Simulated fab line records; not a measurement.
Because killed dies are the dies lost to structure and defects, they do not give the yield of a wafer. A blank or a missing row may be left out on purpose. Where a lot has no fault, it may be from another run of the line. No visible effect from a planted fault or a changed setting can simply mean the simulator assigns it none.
Problem report in the 8D (eight disciplines) form, filled by code :: flow sky130 :: the parts of the form that need people (team, actions taken, sign-off) are left out

1. THE PROBLEM
LOCAL_INTERCONNECT_TIN_RS at SKY_LOCAL_INTERCONNECT_RS_MEAS_01 reads a mean of 17.25 ohm/sq on 2 wafers of 2 lots; wafers without a fault read 14.16 ohm/sq with a standard deviation of 0.14. That puts it +22 standard deviations away from the usual mean.
The step: measures by four-point-probe.
Seen first at day 34 04:35 on film-metro-03, wafer L124.1. The record holds 32 wafers of 11 lots with a number at this step. The rule behind "out" and "out of limits": a value lying over 4 standard deviations away from the usual mean. Any other wafer with a number is counted as sound.

2. WHAT IT IS, WHAT IT ISN'T
question: which readings at this step
is: LOCAL_INTERCONNECT_TIN_RS
is not: -

question: which lots
is: L124, L128
is not: L109, L111, L112, L113, L114, L118, L119, L121, L123

question: which wafers of those lots
is: L124.1, L128.3
is not: L124.5, L124.6, L128.5

question: read on which gauges
is: film-metro-01, film-metro-03
is not: film-metro-02

question: when
is: from day 34 04:35
is not: up to then (29 sound wafers); but 1 sound wafer of L128 came after

3. SUSPECTS, AND WHAT RULES EACH OUT
Counting: any tool at a process step up to the reading remains a suspect provided it ran every lot that is out. Sound lots after the first of them don't rule it out here, since some wafers of a struck lot are sound.
- the gauge at SKY_LOCAL_INTERCONNECT_RS_MEAS_01: ruled out. 2 gauges (film-metro-01, film-metro-03) read the wafers that are out.
- pvd-sputter-02 at SKY_LOCAL_INTERCONNECT_SPUTTER_00 (material TiN, target thk 100 nm, time 83.3 s): kept. It processed each lot that is out (first: L124, day 34 04:31); up to then, its last sound lot is L123 (day 34 02:17).
After counting, what remains is pvd-sputter-02 at SKY_LOCAL_INTERCONNECT_SPUTTER_00.

4. THE CAUSE (what the simulator had put in)
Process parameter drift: pvd-sputter-02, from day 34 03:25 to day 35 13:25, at SKY_LOCAL_INTERCONNECT_SPUTTER_00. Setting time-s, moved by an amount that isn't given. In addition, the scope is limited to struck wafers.
Only this tool survived the counting.

5. THE EFFECT CHAIN, in route order
Each row: a reading where the mean over the struck wafers with a number is more than 3 standard deviations away from the usual. Only readings for which the record gives a usual standard deviation are gone through. hours: the time from each lot's start at the first step in this table that gives one to its start at this step, as a median over the lots. sigmas: the change in usual standard deviations.
hours: 0
step: SKY_LOCAL_INTERCONNECT_RS_MEAS_01
reading: LOCAL_INTERCONNECT_TIN_RS
usual: 14.16 ohm/sq
on struck wafers: 17.25
change: +3.09
sigmas: +22

hours: 0
step: SKY_LOCAL_INTERCONNECT_THK_MEAS_02
reading: LOCAL_INTERCONNECT_TIN_THK
usual: 100.6 nm
on struck wafers: 83.2
change: -17.3
sigmas: -18

hours: 27
step: SKY_LOCAL_INTERCONNECT_METAL_ETCH_14
reading: oes-product-au
usual: 0.942 a.u.
on struck wafers: 0.847
change: -0.095
sigmas: -14

hours: 27
step: SKY_LOCAL_INTERCONNECT_METAL_ETCH_14
reading: throttle-valve-pct
usual: 21.901 %
on struck wafers: 21.968
change: +0.067
sigmas: +6.7
Its process steps:
- SKY_LOCAL_INTERCONNECT_METAL_ETCH_14: etches TiN in Cl2/BCl3, stops on PSG, target depth 110 nm, time 31.4 s.
Readings that are blank on the struck wafers while sound wafers have them: susceptor-temp-C at SKY_LOCAL_INTERCONNECT_SPUTTER_00.
Later measuring or inspecting steps at which every struck wafer that the step has a row for has a number for every such reading, and none has moved that far: SKY_CONTACT_THK_MEAS_03, SKY_CONTACT_BOW_MEAS_05.

6. HOW IT WOULD HAVE BEEN CAUGHT EARLIER
In this record the first reading out of limits at a measuring or inspecting step was taken at day 34 04:35, 1 hour after the fault began at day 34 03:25.
L128, from the lots that are out (2), started SKY_LOCAL_INTERCONNECT_SPUTTER_00 on pvd-sputter-02 later than day 34 04:35. Putting the tool on hold at that point would have spared it.
